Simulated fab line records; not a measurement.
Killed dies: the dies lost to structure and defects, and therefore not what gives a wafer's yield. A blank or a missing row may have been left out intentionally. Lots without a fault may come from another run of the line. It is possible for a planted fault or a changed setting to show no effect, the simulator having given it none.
fab line records ; flow gf180mcu
record lots=14; wafers=42; last-day=34
route steps=602 shown VT_IMPLANT@131
lots that met no fault: taken from a fault-free run of the same line
start-h: start of the lot's first displayed wafer, in hours after the record's first day ; wait-h: hours elapsed since this lot's preceding step ; " repeats the value in the row above ; L1.1+2: one row covering several wafers at once ; - no value present, or no start provided ; * or withheld: withheld ; < > ~ a bound
route shown NAME@n: NAME is a module with steps in the file, n the number in the route of the first one ; usual: the fault-free wafers' mean and standard deviation ; same: alike in all rows ; chamber/n: place in a boat ; sites: readings site by site ; _std_site: standard deviation of those values ; _edge_site: inner sites' mean taken away from outer sites' mean ; radius-mm: for every site, how far away it sits from the centre of the wafer ; mask NAME#n: copy n ; behind: tool/chamber where the wafer was last shaped ; hold: why the lot was held/for how many hours/how that ended ; device: whichever transistor did not switch (one of n, p or np) ; end of line: the route-end tests of the same wafers ; a step without rows: its recipe alone ; killed: at the first sort, the dies lost to defects and structure; wafer yield is something else ; map: a wafer's dies, marking killed ones x, the rest . and places with no die _
set.NAME: the setting as run; set.NAME@STEP: as run at that earlier step ; model.NAME: the simulator's own value behind a step, which no gauge read
the route's steps for a sample of lots (tables are steps, rows are wafers)
services: a tool's chamber out of use, with start hour (start-h, from the record's first day; less than 0 if before it), hours out, and reason
## steps
# step GF_VT_IMPLANT_IMPLANT_41
# recipe species=As; energy-kev=70; dose-cm2=1.013e+12; tilt-deg=7
# usual dose-ions-cm2=1.0132e+12/1e+09; faraday-current-uA=5.74/0.12; tilt-deg=6.997/0.022
lot.wafer;tool;chamber;start-h;wait-h;dose-ions-cm2;faraday-current-uA;tilt-deg
L462.1;implanter-04;0;156.97;0.0;1.0118e+12;5.68;7.011
L462.4;implanter-04;0;156.97;0.0;1.0147e+12;5.76;7.006
L462.5;implanter-04;0;156.97;0.0;1.0116e+12;5.79;6.971
L464.1;implanter-04;0;170.98;0.0;1.0126e+12;5.76;6.998
L464.3;implanter-04;0;170.98;0.0;1.0132e+12;5.61;7.011
L464.4;implanter-04;0;170.98;0.0;1.0136e+12;5.75;6.984
L463.2;implanter-01;0;172.27;0.0;1.0126e+12;5.63;7.001
L463.3;implanter-01;0;172.27;0.0;1.0128e+12;5.70;7.007
L463.6;implanter-01;0;172.27;0.0;1.0126e+12;5.81;6.996
L466.1;implanter-04;0;185.65;0.0;1.0156e+12;5.62;7.016
L466.3;implanter-04;0;185.65;0.0;1.0127e+12;5.65;7.001
L466.6;implanter-04;0;185.65;0.0;1.0151e+12;5.94;7.000
L467.2;implanter-04;0;189.59;0.0;1.0137e+12;5.81;6.959
L467.4;implanter-04;0;189.59;0.0;1.011e+12;5.68;6.972
L467.5;implanter-04;0;189.59;0.0;1.0136e+12;5.81;6.976
L468.1;implanter-03;0;199.60;0.0;1.0125e+12;5.82;7.014
L468.3;implanter-03;0;199.60;0.0;1.0133e+12;5.64;7.015
L468.6;implanter-03;0;199.60;0.0;1.0134e+12;5.63;6.995
L469.2;implanter-01;0;207.59;0.0;1.0142e+12;6.05;6.996
L469.3;implanter-01;0;207.59;0.0;1.0143e+12;5.91;6.969
L469.4;implanter-01;0;207.59;0.0;1.0148e+12;5.83;6.999
L470.3;implanter-01;0;212.57;0.1;1.014e+12;5.85;7.011
L470.4;implanter-01;0;212.57;0.1;1.0135e+12;5.63;6.988
L470.5;implanter-01;0;212.57;0.1;1.0143e+12;5.71;6.993
L471.4;implanter-04;0;215.52;0.1;1.0139e+12;5.66;7.029
L471.5;implanter-04;0;215.52;0.1;1.0145e+12;5.92;7.080
L471.6;implanter-04;0;215.52;0.1;1.0112e+12;5.77;7.029
L473.1;implanter-03;0;234.90;0.0;1.0125e+12;5.77;6.971
L473.4;implanter-03;0;234.90;0.0;1.013e+12;5.69;7.019
L473.5;implanter-03;0;234.90;0.0;1.0137e+12;5.82;6.986
L474.3;implanter-04;0;239.28;0.1;5.464e+12;30.53;6.989
L474.4;implanter-04;0;239.28;0.1;5.4624e+12;30.94;6.991
L474.5;implanter-04;0;239.28;0.1;5.4629e+12;30.61;6.974
L475.1;implanter-03;0;244.72;0.0;1.014e+12;5.66;6.982
L475.3;implanter-03;0;244.72;0.0;1.0113e+12;5.71;7.021
L475.5;implanter-03;0;244.72;0.0;1.0139e+12;5.66;6.987
L476.3;implanter-04;0;254.15;0.1;5.4611e+12;31.54;7.001
L476.4;implanter-04;0;254.15;0.1;5.4629e+12;30.70;7.001
L476.6;implanter-04;0;254.15;0.1;5.4622e+12;29.60;7.006
L485.3;implanter-01;0;315.52;0.1;1.0141e+12;5.72;6.972
L485.4;implanter-01;0;315.52;0.1;1.0147e+12;5.85;6.972
L485.5;implanter-01;0;315.52;0.1;1.0127e+12;5.91;6.989
# step GF_VT_IMPLANT_TW_MEAS_43
# usual VT_IMPLANT_4_TW=690/6.6
lot.wafer;tool;chamber;start-h;wait-h;hold;VT_IMPLANT_4_TW
L462.1;film-metro-04;-;157.22;0.1;-;682
L462.4;film-metro-04;-;157.22;0.1;-;681
L462.5;film-metro-04;-;157.22;0.1;-;679
L464.1;film-metro-04;-;171.23;0.1;-;685
L464.3;film-metro-04;-;171.23;0.1;-;688
L464.4;film-metro-04;-;171.23;0.1;-;683
L463.2;film-metro-01;-;172.51;0.1;-;700
L463.3;film-metro-01;-;172.51;0.1;-;697
L463.6;film-metro-01;-;172.51;0.1;-;702
L466.1;film-metro-01;-;185.90;0.1;-;700
L466.3;film-metro-01;-;185.90;0.1;-;701
L466.6;film-metro-01;-;185.90;0.1;-;699
L467.2;film-metro-01;-;189.83;0.1;-;701
L467.4;film-metro-01;-;189.83;0.1;-;698
L467.5;film-metro-01;-;189.83;0.1;-;699
L468.1;film-metro-04;-;199.87;0.1;-;689
L468.3;film-metro-04;-;199.87;0.1;-;685
L468.6;film-metro-04;-;199.87;0.1;-;685
L469.2;film-metro-01;-;207.83;0.1;-;698
L469.3;film-metro-01;-;207.83;0.1;-;698
L469.4;film-metro-01;-;207.83;0.1;-;694
L470.3;film-metro-01;-;212.79;0.1;-;697
L470.4;film-metro-01;-;212.79;0.1;-;695
L470.5;film-metro-01;-;212.79;0.1;-;694
L471.4;film-metro-01;-;215.73;0.1;-;695
L471.5;film-metro-01;-;215.73;0.1;-;689
L471.6;film-metro-01;-;215.73;0.1;-;695
L473.1;film-metro-01;-;235.15;0.1;-;696
L473.4;film-metro-01;-;235.15;0.1;-;695
L473.5;film-metro-01;-;235.15;0.1;-;698
L474.3;film-metro-04;-;239.53;0.1;await-dispo/0.2h/release;1165
L474.4;film-metro-04;-;239.53;0.1;await-dispo/0.2h/release;1165
L474.5;film-metro-04;-;239.53;0.1;await-dispo/0.2h/release;1163
L474.3;film-metro-04;-;239.79;0.3;-;1165
L474.4;film-metro-04;-;239.79;0.3;-;1161
L474.5;film-metro-04;-;239.79;0.3;-;1163
L475.1;film-metro-01;-;244.97;0.1;-;695
L475.3;film-metro-01;-;244.97;0.1;-;696
L475.5;film-metro-01;-;244.97;0.1;-;694
L476.3;film-metro-04;-;254.37;0.1;await-dispo/0.2h/release;1170
L476.4;film-metro-04;-;254.37;0.1;await-dispo/0.2h/release;1176
L476.6;film-metro-04;-;254.37;0.1;await-dispo/0.2h/release;1180
L476.3;film-metro-04;-;254.63;0.3;-;1171
L476.4;film-metro-04;-;254.63;0.3;-;1176
L476.6;film-metro-04;-;254.63;0.3;-;1171
L485.3;film-metro-03;-;315.74;0.1;-;681
L485.4;film-metro-03;-;315.74;0.1;-;680
L485.5;film-metro-03;-;315.74;0.1;-;679
## services
tool;chamber;start-h;hours;kind
implanter-01;-;152.04;3.7;pm
implanter-03;-;160.52;2.2;repair
implanter-03;-;212.02;2.4;repair
implanter-03;-;217.88;5.2;pm
implanter-04;-;288.12;4.2;repair
## key
first-sign step=GF_VT_IMPLANT_IMPLANT_41; reading=dose-ions-cm2; direction=up; sigmas=99+; usual=1.0132e+12; struck=5.4626e+12
effect step=GF_VT_IMPLANT_IMPLANT_41; reading=faraday-current-uA; direction=up; sigmas=99+; usual=5.74; struck=30.65
effect step=GF_VT_IMPLANT_TW_MEAS_43; reading=visit; direction=added
effect step=GF_VT_IMPLANT_TW_MEAS_43; reading=VT_IMPLANT_4_TW; direction=up; sigmas=72; usual=690; struck=1170
met-at GF_VT_IMPLANT_IMPLANT_41
struck-lots L474,L476
scrapped-behind GF_VT_IMPLANT_TW_MEAS_43 L474.3,L474.4,L474.5,L476.3,L476.4,L476.6
onset-between 215.52 239.28
fault kind=process-parameter-drift; tool=implanter-04; chamber=-; onset-h=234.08; steps=GF_VT_IMPLANT_IMPLANT_41; channel=dose-cm2; offset=4.4501e+12; shape=step; end-h=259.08; acts-in=these-recipes-only; stated=1.013e+12
